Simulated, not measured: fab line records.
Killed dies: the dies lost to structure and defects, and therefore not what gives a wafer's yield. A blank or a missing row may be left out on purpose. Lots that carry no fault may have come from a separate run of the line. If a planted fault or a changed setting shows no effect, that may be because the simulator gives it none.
Which tool is to blame? ; flow gf180mcu ; 14 lots with 42 wafers sampled at 5 steps, on a route of 602 steps

## WHAT EACH GAUGE READ, for each wafer
GF_POLY_GATE_CD_MEAS_10: target cd 280 nm.
lot;measured;on;cd-nm (nm)
L288;day 9 03:31;cd-sem-01;278.1 277.9 278.4
L289;day 9 11:01;cd-sem-02;280.0 280.6 280.4
L290;day 9 20:55;cd-sem-01;281.4 280.8 280.7
L296;day 11 15:07;cd-sem-02;279.2 279.4 280.5
L297;day 11 21:26;cd-sem-02;278.6 278.3 278.9
L300;day 12 17:01;cd-sem-01;275.5 277.3 276.5
L303;day 13 17:09;cd-sem-02;280.2 279.8 280.0
L304;day 13 22:53;cd-sem-01;280.0 279.1 280.0
L305;day 14 07:02;cd-sem-01;282.8 281.1 281.2
L306;day 14 21:09;cd-sem-02;279.5 279.7 279.9
L307;day 15 02:28;cd-sem-01;280.9 280.9 281.0
L309;day 15 10:55;cd-sem-01;281.2 278.5 280.3
L310;day 15 15:25;cd-sem-01;279.4 278.8 279.0
L311;day 16 04:15;cd-sem-02;278.3 277.1 278.1

GF_HV_LDD_TW_MEAS_23.
lot;measured;on;HV_LDD_2_TW
L288;day 10 17:26;film-metro-02;1034 1034 1031
L289;day 11 01:04;film-metro-01;1056 1054 1057
L290;day 11 12:44;film-metro-04;1067 1074 1069
L296;day 13 08:50;film-metro-04;1155 1155 1154
L297;day 13 14:59;film-metro-04;1164 1154 1163
L300;day 14 10:31;film-metro-02;1053 1045 1050
L303;day 15 15:07;film-metro-02;1042 1040 1049
L304;day 15 18:44;film-metro-04;1069 1072 1070
L305;day 16 03:41;film-metro-02;1040 1041 1042
L306;day 16 19:15;film-metro-01;1059 1055 1062
L307;day 17 00:09;film-metro-04;1070 1071 1061
L309;day 17 14:10;film-metro-02;1046 1045 1045
L310;day 17 16:54;film-metro-02;1035 1041 1032
L311;day 18 05:06;film-metro-02;1040 1038 1040

GF_HV_LDD_OVL_MEAS_47.
lot;measured;on;HV_LDD_03_OVL (nm)
L288;day 12 07:53;overlay-01;2.5 -0.5 -0.1
L289;day 12 16:10;overlay-02;0.4 1.0 1.0
L290;day 13 03:29;overlay-01;-2.1 0.6 0.2
L296;day 15 02:14;overlay-02;1.1 1.5 2.4
L297;day 15 09:06;overlay-01;1.1 1.0 3.1
L300;day 16 05:25;overlay-01;-0.9 -0.8 -0.6
L303;day 17 12:58;overlay-02;4.2 4.7 2.7
L304;day 17 16:00;overlay-02;1.0 -1.5 -0.9
L305;day 18 02:31;overlay-02;1.5 2.0 1.4
L306;day 18 18:31;overlay-01;3.3 1.7 1.0
L307;day 19 00:35;overlay-02;-0.5 -2.4 -0.3
L309;day 19 13:44;overlay-02;1.0 2.8 2.0
L310;day 20 05:37;overlay-01;-1.1 0.5 0.2
L311;day 20 05:47;overlay-02;-1.6 0.5 0.3

## EACH LOT AND THE TOOL THAT RAN IT (in order: tool; ch and the chambers of the sampled wafers; start)
lot;GF_HV_LDD_IMPLANT_21;GF_HV_LDD_STRIP_22
L288;implanter-03 ch 0, day 10 17:12;plasma-asher-04 ch 0,1, day 10 17:19
L289;implanter-03 ch 0, day 11 00:49;plasma-asher-02 ch 0,1, day 11 00:58
L290;implanter-02 ch 0, day 11 12:30;plasma-asher-03 ch 0, day 11 12:37
L296;implanter-02 ch 0, day 13 08:26;plasma-asher-04 ch 0,1, day 13 08:33
L297;implanter-02 ch 0, day 13 14:46;plasma-asher-02 ch 0,1, day 13 14:55
L300;implanter-03 ch 0, day 14 10:16;plasma-asher-03 ch 0,1, day 14 10:25
L303;implanter-04 ch 0, day 15 14:52;plasma-asher-03 ch 0,1, day 15 15:01
L304;implanter-04 ch 0, day 15 18:31;plasma-asher-04 ch 0,1, day 15 18:40
L305;implanter-03 ch 0, day 16 03:26;plasma-asher-02 ch 0,1, day 16 03:35
L306;implanter-03 ch 0, day 16 19:00;plasma-asher-02 ch 0,1, day 16 19:09
L307;implanter-04 ch 0, day 16 23:54;plasma-asher-02 ch 0,1, day 17 00:03
L309;implanter-04 ch 0, day 17 13:56;plasma-asher-02 ch 0,1, day 17 14:03
L310;implanter-03 ch 0, day 17 16:39;plasma-asher-04 ch 0,1, day 17 16:48
L311;implanter-03 ch 0, day 18 04:51;plasma-asher-03 ch 0,1, day 18 05:00
- GF_HV_LDD_IMPLANT_21
- GF_HV_LDD_STRIP_22: strips in O2/N2.

## WHAT THE TOOLS THEMSELVES READ (means of the sampled wafers that have a number; where no wafer has one, the mark that the record gives instead)
GF_HV_LDD_IMPLANT_21.
lot;tool;beam-energy-keV
L288;implanter-03;25.005
L289;implanter-03;24.994
L290;implanter-02;24.994
L296;implanter-02;33.438
L297;implanter-02;33.456
L300;implanter-03;25.002
L303;implanter-04;25.000
L304;implanter-04;24.998
L305;implanter-03;25.000
L306;implanter-03;25.005
L307;implanter-04;25.003
L309;implanter-04;25.005
L310;implanter-03;24.995
L311;implanter-03;24.994

GF_HV_LDD_STRIP_22.
lot;tool;drypump-motor-current-A (A);heater-power-w (W);oes-product-au (a.u.);strip-time-to-endpoint-s (s)
L288;plasma-asher-04;5.6;358;0.714;12.63
L289;plasma-asher-02;5.2;353;0.715;12.69
L290;plasma-asher-03;5.4;295;0.719;12.65
L296;plasma-asher-04;5.5;346;0.714;12.62
L297;plasma-asher-02;5.2;395;0.716;12.64
L300;plasma-asher-03;5.8;322;0.712;12.71
L303;plasma-asher-03;5.8;314;0.714;12.61
L304;plasma-asher-04;5.6;359;0.717;12.62
L305;plasma-asher-02;5.2;391;0.717;12.63
L306;plasma-asher-02;5.2;354;0.716;12.61
L307;plasma-asher-02;5.2;352;0.715;12.67
L309;plasma-asher-02;5.2;397;0.714;12.60
L310;plasma-asher-04;5.6;360;0.716;12.66
L311;plasma-asher-03;5.9;326;0.716;12.69

## THE ANSWER, worked out from the rows above alone
Rule: usual is defined by the lots themselves. Put in order of their means at a reading, lots are off if they are a third of the lots or fewer, leave a main group of 4 or more, and stand apart from it by a gap of 3 or more times the standard deviation of the main group's means; of several such gaps the widest counts. If all means in a main group match to the digits the tables above print for the reading, that group is not used. Also off: a lot with no number at a reading for which 4 or more lots have one. Any other lot the step has rows for is counted as sound. After the gauges, taken in route order, come the tools' own readings; for these a lot's mean is taken, as printed above. The first step at which some lot is off is used, and at that step the reading that is off furthest; a lot without a number counts as furthest.
Off: L296, L297, seen at GF_HV_LDD_TW_MEAS_23 (HV_LDD_2_TW). The main group has a mean of 1051 with a standard deviation of 13.
A tool fits if, at a process step before that reading, it ran every lot that is off, and no sound lot after the first of them. Not tried: the gauges at GF_HV_LDD_TW_MEAS_23; whatever is off there is also off at GF_HV_LDD_IMPLANT_21, on other tools, and gauge error can't account for it. One candidate fits, namely implanter-02 at GF_HV_LDD_IMPLANT_21. Its last sound lot is L290 (day 11 12:30), its first lot that is off L296 (day 13 08:26): a fault that began between those two fits.
The tool's own readings at GF_HV_LDD_IMPLANT_21 bear it out: on the lots that are off they differ by more than 5 times the standard deviation of the sound lots' means. beam-energy-keV reads 33.447 there against 25.000 on the sound lots.

## WHAT THE SIMULATOR PUT IN
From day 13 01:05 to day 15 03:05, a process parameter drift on implanter-02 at GF_HV_LDD_IMPLANT_21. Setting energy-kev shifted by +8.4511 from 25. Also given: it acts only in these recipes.
Shown lots that were struck: L296, L297. The rule given above showed the same thing.
